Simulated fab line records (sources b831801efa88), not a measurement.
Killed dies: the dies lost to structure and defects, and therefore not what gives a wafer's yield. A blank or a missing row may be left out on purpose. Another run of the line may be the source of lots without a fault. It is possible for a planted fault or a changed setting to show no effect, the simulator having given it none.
Which of the tools did it? -- flow sky130 -- 33 wafers from 11 lots sampled at 3 of the route's 708 steps

## WHAT EACH GAUGE READ, for each wafer
SKY_CAP2M_THK_MEAS_04: measures by xrf.
lot,measured,on,CAP2M_TIN_THK (nm)
L204,day 39 16:22,film-metro-01,201.7 200.7 202.3
L208,day 41 00:08,film-metro-03,196.6 197.0 199.9
L210,day 41 21:38,film-metro-04,201.5 198.9 198.1
L214,day 43 17:12,film-metro-01,201.5 199.7 202.2
L215,day 43 20:51,film-metro-01,199.3 201.0 200.2
L219,day 44 07:43,film-metro-01,198.3 199.0 197.8
L222,day 44 20:13,film-metro-03,200.2 201.1 198.9
L221,day 45 00:00,film-metro-03,204.2 202.2 205.2
L225,day 45 16:20,film-metro-03,206.2 203.3 200.7
L226,day 46 00:05,film-metro-04,200.7 199.1 197.6
L227,day 46 16:13,film-metro-04,201.8 201.7 200.6

## EACH LOT AND THE TOOL THAT RAN IT (in order: tool; ch and the chambers of the sampled wafers; start)
lot,SKY_VIA3_ETCH_15,SKY_VIA3_STRIP_16
L204,"rie-diel-02 ch 0,1,3, day 39 14:29","plasma-asher-02 ch 0,1, day 39 14:32"
L208,"rie-diel-02 ch 2,3, day 40 21:37","plasma-asher-01 ch 0,1, day 40 21:41"
L210,"rie-diel-03 ch 1,3, day 41 19:50","plasma-asher-04 ch 0,1, day 41 19:56"
L214,"rie-diel-01 ch 1,2,3, day 43 15:23","plasma-asher-04 ch 0,1, day 43 15:26"
L215,"rie-diel-02 ch 0,2,3, day 43 19:02","plasma-asher-01 ch 0,1, day 43 19:05"
L219,"rie-diel-02 ch 0,3, day 44 05:52","plasma-asher-02 ch 0,1, day 44 05:58"
L222,"rie-diel-02 ch 1,3, day 44 18:25","plasma-asher-01 ch 0,1, day 44 18:29"
L221,"rie-diel-01 ch 0,2,3, day 44 22:13","plasma-asher-02 ch 0,1, day 44 22:17"
L225,"rie-diel-02 ch 0,2,3, day 45 14:31","plasma-asher-01 ch 0,1, day 45 14:37"
L226,"rie-diel-01 ch 0,1, day 45 22:17","plasma-asher-04 ch 0,1, day 45 22:21"
L227,"rie-diel-02 ch 1,2,3, day 46 14:26","plasma-asher-04 ch 0,1, day 46 14:30"
- SKY_VIA3_ETCH_15: etches SiO2 in C4F8/O2/Ar, stops on TiN, target depth 507 nm, time 78 s.
- SKY_VIA3_STRIP_16: strips in O2/N2.

## THE ANSWER, worked out from the rows above alone
Rule: usual is defined by the lots themselves. Put in order of their means at a reading, lots are off if they are a third of the lots or fewer, leave a main group of 4 or more, and stand apart from it by a gap of 3 or more times the standard deviation of the main group's means; of several such gaps the widest counts. If all means in a main group match to the digits the tables above print for the reading, that group is not used. Also off: a lot with no number at a reading for which 4 or more lots have one. Any other lot the step has rows for is counted as sound.
No lot is off at any reading shown: from this, nothing can be told.

## WHAT WAS PUT IN BY THE SIMULATOR
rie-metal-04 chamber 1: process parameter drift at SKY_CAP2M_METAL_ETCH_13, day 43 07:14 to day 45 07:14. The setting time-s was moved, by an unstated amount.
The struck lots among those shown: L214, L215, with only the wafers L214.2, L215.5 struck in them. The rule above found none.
